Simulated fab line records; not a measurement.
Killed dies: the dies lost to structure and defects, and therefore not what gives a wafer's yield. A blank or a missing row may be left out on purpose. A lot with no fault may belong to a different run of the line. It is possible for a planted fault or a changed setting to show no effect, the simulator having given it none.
A lot that was struck, set against a sound lot || flow sfq-line || 42 out of 325 route steps
Sound: the wafers L178.1, L178.2, L178.4. Struck: wafers L169.2, L169.3, L169.4. Last of all comes the cause.
At each step with rows: each side's tool, then ch and its chambers, then its first start. Under that, the readings that differ: sound wafers || struck wafers || difference of the means || sigmas: that difference in standard deviations of wafers without a fault.
alike: readings whose means differ by less than 2 such deviations, and words and numbers that are the same on both sides. not compared: withheld readings, readings that some wafer has no value for, bounds like >300 that may hide the same value, and numbers for which the record gives no deviation and whose values overlap.
Wherever a step has rows on one side only, a row that says differs or no value, or a row with sigmas, the two part there. When numbers do not overlap yet have no deviation, they are printed without sigmas and do not part them. Lack of a reading on every wafer of one side parts them only where that side has two or more wafers.

first, 6 steps without rows for these wafers: SFQ_TRILAYER_M3_LITHO_COAT_080 (resist thk 62 nm); SFQ_TRILAYER_M3_LITHO_COAT_075 (resist thk 600 nm); SFQ_TRILAYER_M3_LITHO_SOFTBAKE_079; SFQ_TRILAYER_M3_LITHO_EXPOSE_076 (exposes mask M3, target cd 500 nm); SFQ_TRILAYER_M3_LITHO_PEB_078 (peb time 60 s); SFQ_TRILAYER_M3_LITHO_DEVELOP_077 (time 60 s).
SFQ_M3_OVL_MEAS_921:
  sound on overlay-01, day 43 12:17; struck on overlay-02, day 42 00:02
  alike: M3_OVL
SFQ_TRILAYER_M3_BARC_OPEN_METAL_ETCH_100: etches BARC in O2, target depth 125 nm, time 41.7 s.
  sound on rie-metal-04 ch 0,1, day 43 12:20; struck on rie-metal-02 ch 0,1, day 42 00:04
  alike: drypump-motor-current-A, oes-product-au
  not compared: rf-hours-counter-h
SFQ_TRILAYER_M3_ETCH_METAL_ETCH_078: etches Nb in Cl2/Ar, stops on SiO2, target depth 240 nm, time 120 s.
  sound on rie-metal-04 ch 0,1, day 43 12:23; struck on rie-metal-02 ch 0,1, day 42 00:08
{"reading": "oes-product-au (a.u.)", "sound": "0.896 0.887 0.890", "struck": "0.906 0.910 0.908", "difference": "+0.017", "sigmas": "+2"}
  alike: drypump-motor-current-A
  not compared: rf-hours-counter-h
then, 3 steps without rows for these wafers: SFQ_TRILAYER_M3_STRIP_STRIP_079 (strips in O2); SFQ_TRILAYER_M3_STRIP_SOLV_CLEAN_080 (cleans in NMP, time 600 s); SFQ_TRILAYER_I3_DEP_PECVD_081 (deposits SiO2 from SiH4/N2O, time 108.9 s, target thk 500 nm).
SFQ_TRILAYER_I3_CMP_CMP_082: polishes SiO2.
  sound on cmp-01 ch 0,2,3, day 43 15:10; struck on cmp-01 ch 0,2,3, day 42 01:07
  no value came back on the struck wafers for edge-zone-pressure-frac, head-pressure-psi (psi), motor-current-A (A), time-to-endpoint-s (s); on the sound wafers edge-zone-pressure-frac reads 1.008 1.004 0.991
{"reading": "model.SiO2_of_TRILAYER_I3_DEP_PECVD_081.thk-nm (nm)", "sound": "197.6 200.2 199.4", "struck": "492.2 494.3 502.3", "difference": "+297.2", "sigmas": ""}
SFQ_I3_BOW_MEAS_922:
  sound on film-metro-04, day 43 18:10; struck on film-metro-01, day 42 04:08
  alike: I3_BOW
SFQ_TRILAYER_I3_METRO_MEASURE_083:
  sound on film-metro-04, day 43 18:17; struck on film-metro-01, day 42 04:26
{"reading": "thk-nm (nm)", "sound": "197.6 200.1 199.2", "struck": "492.5 494.3 502.1", "difference": "+297.3", "sigmas": "+99 or more"}
then, 6 steps without rows for these wafers: SFQ_TRILAYER_I3_VIA_LITHO_COAT_090 (resist thk 62 nm); SFQ_TRILAYER_I3_VIA_LITHO_COAT_085 (resist thk 650 nm); SFQ_TRILAYER_I3_VIA_LITHO_SOFTBAKE_089; SFQ_TRILAYER_I3_VIA_LITHO_EXPOSE_086 (exposes mask I3, target cd 500 nm); SFQ_TRILAYER_I3_VIA_LITHO_PEB_088 (peb time 60 s); SFQ_TRILAYER_I3_VIA_LITHO_DEVELOP_087 (time 60 s).
-- the record jumps here: 6 days lie between the struck wafers' starts before and after --
SFQ_I3_OVL_MEAS_923:
  sound on overlay-02, day 49 18:31; struck on overlay-01, day 47 23:25
  alike: I3_OVL
then, 1 step without rows for these wafers: SFQ_TRILAYER_I3_VIA_BARC_OPEN_VIA_ETCH_121 (etches BARC in O2, target depth 125 nm, time 41.7 s).
SFQ_TRILAYER_I3_VIA_ETCH_VIA_ETCH_088: etches SiO2 in CHF3, stops on Nb, target depth 260 nm.
  sound on rie-diel-03 ch 0,1,2, day 49 18:36; struck on rie-diel-04 ch 1,2,3, day 47 23:29
{"reading": "oes-product-au (a.u.)", "sound": "0.848 0.846 0.846", "struck": "1.596 1.616 1.605", "difference": "+0.759", "sigmas": "+99 or more"}
{"reading": "model.I3.feature-depth-nm (nm)", "sound": "197.6 200.2 199.4", "struck": "255.5 259.5 256.9", "difference": "+58.2", "sigmas": ""}
{"reading": "model.etch.depth-nm (nm)", "sound": "197.6 200.2 199.4", "struck": "255.5 259.5 256.9", "difference": "+58.2", "sigmas": ""}
  alike: drypump-motor-current-A
SFQ_TRILAYER_I3_VIA_STRIP_STRIP_089: strips in O2.
  sound on rie-metal-04 ch 0,1, day 49 18:43; struck on rie-metal-01 ch 0,1, day 47 23:36
  alike: drypump-motor-current-A, oes-product-au
  not compared: rf-hours-counter-h
then, 1 step without rows for these wafers: SFQ_TRILAYER_I3_VIA_STRIP_SOLV_CLEAN_090 (cleans in NMP, time 600 s).
SFQ_TRILAYER_M4_DEP_PRE_CLEAN_092: time 22.5 s.
  sound on pvd-sputter-04, day 49 19:29; struck on pvd-sputter-04, day 48 00:22
{"reading": "model.SiO2_of_TRILAYER_I3_DEP_PECVD_081.thk-nm (nm)", "sound": "190.1 192.7 191.9", "struck": "484.7 486.8 494.8", "difference": "+297.2", "sigmas": ""}
SFQ_TRILAYER_M4_DEP_SPUTTER_091: material Nb, target thk 200 nm, time 133.3 s.
  sound on pvd-sputter-04, day 49 19:31; struck on pvd-sputter-04, day 48 00:24
  alike: substrate-temp-c, throttle-valve-pct
SFQ_M4_RS_MEAS_924: the measuring method here is four-point-probe.
  sound on film-metro-01, day 49 19:37; struck on film-metro-02, day 48 00:31
  alike: M4_NB_RS
then, 6 steps without rows for these wafers: SFQ_TRILAYER_M4_LITHO_COAT_098 (resist thk 62 nm); SFQ_TRILAYER_M4_LITHO_COAT_093 (resist thk 600 nm); SFQ_TRILAYER_M4_LITHO_SOFTBAKE_097; SFQ_TRILAYER_M4_LITHO_EXPOSE_094 (exposes mask M4, target cd 500 nm); SFQ_TRILAYER_M4_LITHO_PEB_096 (peb time 60 s); SFQ_TRILAYER_M4_LITHO_DEVELOP_095 (time 60 s).
-- the record jumps here: 5 days lie between the struck wafers' starts before and after --
SFQ_M4_OVL_MEAS_926:
  sound on overlay-02, day 55 15:25; struck on overlay-01, day 53 10:59
  alike: M4_OVL
then, 1 step without rows for these wafers: SFQ_TRILAYER_M4_BARC_OPEN_METAL_ETCH_123 (etches BARC in O2, target depth 125 nm, time 41.7 s).
SFQ_TRILAYER_M4_ETCH_METAL_ETCH_096: etches Nb in Cl2/Ar, stops on SiO2, target depth 240 nm, time 120 s.
  sound on rie-metal-04 ch 0,1, day 55 15:30; struck on rie-metal-04 ch 0,1, day 53 11:04
  alike: drypump-motor-current-A, oes-product-au
  not compared: rf-hours-counter-h
then, 3 steps without rows for these wafers: SFQ_TRILAYER_M4_STRIP_STRIP_097 (strips in O2); SFQ_TRILAYER_M4_STRIP_SOLV_CLEAN_098 (cleans in NMP, time 600 s); SFQ_TRILAYER_I4_DEP_PECVD_099 (deposits SiO2 from SiH4/N2O, time 111.11 s, target thk 500 nm).
-- the record jumps here: 31 days lie between the struck wafers' starts before and after --
SFQ_M8_BOW_MEAS_951:
  sound on film-metro-02, day 91 12:55; struck on film-metro-04, day 84 05:37
{"reading": "model.etest.i3.link-ohm", "sound": "1.954 1.985 1.976", "struck": "1e+06 1e+06 1e+06", "difference": "+1e+06", "sigmas": ""}
  alike: M8_BOW

## WHERE THEY PART
Earliest at SFQ_TRILAYER_M3_ETCH_METAL_ETCH_078; latest, in this record, at SFQ_TRILAYER_I3_VIA_ETCH_VIA_ETCH_088. Later steps at which nothing parts them and some readings are alike: SFQ_TRILAYER_I3_VIA_STRIP_STRIP_089, SFQ_TRILAYER_M4_DEP_SPUTTER_091, SFQ_M4_RS_MEAS_924, SFQ_M4_OVL_MEAS_926, SFQ_TRILAYER_M4_ETCH_METAL_ETCH_096, SFQ_M8_BOW_MEAS_951.

WHY: what had been put in by the simulator
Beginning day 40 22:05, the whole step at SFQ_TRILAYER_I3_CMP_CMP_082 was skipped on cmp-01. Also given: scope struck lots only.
